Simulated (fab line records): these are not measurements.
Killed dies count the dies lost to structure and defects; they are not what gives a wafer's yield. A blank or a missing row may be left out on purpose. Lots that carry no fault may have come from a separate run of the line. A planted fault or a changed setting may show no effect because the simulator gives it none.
A struck lot beside a sound one -- flow sfq line -- 14 steps out of a route of 325
Sound: wafers L996.2, L996.3, L996.6. Wafers L100.3, L100.5, L100.6 were the ones struck. Last of all comes the cause.
Each step with rows lists, per side, the tool, then ch with its chambers, then its first start. Under that, the readings that differ: sound wafers -- struck wafers -- difference of the means -- sigmas: that difference in standard deviations of wafers without a fault.
alike: words and numbers the same on both sides, and readings whose means are apart by under 2 such deviations; not compared: readings that were withheld, readings missing a value for some wafer, numbers with overlapping values and no deviation given by the record, and bounds like >300 which may hide the same value.
The two part at a step that has a row with sigmas, a row that says differs or no value, or rows on one side only. Numbers that have no deviation but don't overlap get no sigmas and don't part them. A reading that every wafer of one side lacks parts them only if that side has two wafers or more.

SFQ_M1_OVL_MEAS_911:
  struck on overlay-01, day 25 05:25; sound on overlay-02, day 23 22:13
  alike: M1_OVL
SFQ_TRILAYER_M1_BARC_OPEN_METAL_ETCH_054: etches BARC in O2, target depth 125 nm, time 41.7 s.
  sound on rie metal-04 ch 0,1, day 23 22:14; struck on rie metal-03 ch 0,1, day 25 05:28
reading,sound,struck,difference,sigmas
he backside leak sccm (sccm),3.15 3.35 3.21,3.73 3.82 3.39,+0.41,+3
  alike: bias w, drypump motor current A, oes product au
  not compared: rf hours counter h
SFQ_TRILAYER_M1_ETCH_METAL_ETCH_042: etches Nb in Cl2/Ar, stops on SiO2, target depth 240 nm, time 120 s.
  sound on rie metal-04 ch 0,1, day 23 22:18; struck on rie metal-03 ch 0,1, day 25 05:35
  alike: bias w, drypump motor current A, he backside leak sccm, oes product au
  not compared: rf hours counter h
SFQ_TRILAYER_M1_STRIP_STRIP_043: strips in O2.
  sound on rie metal-04 ch 0,1, day 23 22:26; struck on rie metal-03 ch 0,1, day 25 05:58
  alike: drypump motor current A, he backside leak sccm, oes product au
  not compared: rf hours counter h
then, 1 step without rows for these wafers: SFQ_TRILAYER_M1_STRIP_SOLV_CLEAN_044 (cleans in NMP, time 600 s).
SFQ_TRILAYER_I1_DEP_PECVD_045: deposits SiO2 from SiH4/N2O, time 111.11 s, target thk 500 nm.
  sound on pecvd-01 ch 0,1, day 23 23:12; struck on pecvd-01 ch 0,1, day 25 06:40
  alike: heater power w, throttle valve pct
then, 1 step without rows for these wafers: SFQ_TRILAYER_I1_CMP_CMP_046 (polishes SiO2).
SFQ_I1_BOW_MEAS_912:
  struck on film metro-04, day 25 09:47; sound on film metro-01, day 24 02:18
  alike: I1_BOW
SFQ_TRILAYER_I1_METRO_MEASURE_047:
  struck on film metro-04, day 25 10:16; sound on film metro-01, day 24 02:36
  alike: thk nm
then, 3 steps without rows for these wafers: SFQ_TRILAYER_I1_VIA_LITHO_COAT_054 (resist thk 62 nm); SFQ_TRILAYER_I1_VIA_LITHO_COAT_049 (resist thk 650 nm); SFQ_TRILAYER_I1_VIA_LITHO_SOFTBAKE_053.
-- the record jumps here: 7 days lie between the struck wafers' starts before and after --
SFQ_TRILAYER_I1_VIA_LITHO_EXPOSE_050: exposes mask I1, target cd 500 nm.
  sound on krf scanner-01 ch 0, day 30 15:16; struck on krf scanner-01 ch 0, day 32 07:10
reading,sound,struck,difference,sigmas
model.I1.overlay x nm (nm),1.707 1.707 1.707,13.85 13.85 13.85,+12.14,
  alike: mask
then, 1 step without rows for these wafers: SFQ_TRILAYER_I1_VIA_LITHO_PEB_052 (peb time 60 s).

## WHERE THEY PART
Only at SFQ_TRILAYER_M1_BARC_OPEN_METAL_ETCH_054, within this record. Later steps at which nothing parts them and some readings are alike: SFQ_TRILAYER_M1_ETCH_METAL_ETCH_042, SFQ_TRILAYER_M1_STRIP_STRIP_043, SFQ_TRILAYER_I1_DEP_PECVD_045, SFQ_I1_BOW_MEAS_912, SFQ_TRILAYER_I1_METRO_MEASURE_047, SFQ_TRILAYER_I1_VIA_LITHO_EXPOSE_050.

WHY: the cause the simulator had injected
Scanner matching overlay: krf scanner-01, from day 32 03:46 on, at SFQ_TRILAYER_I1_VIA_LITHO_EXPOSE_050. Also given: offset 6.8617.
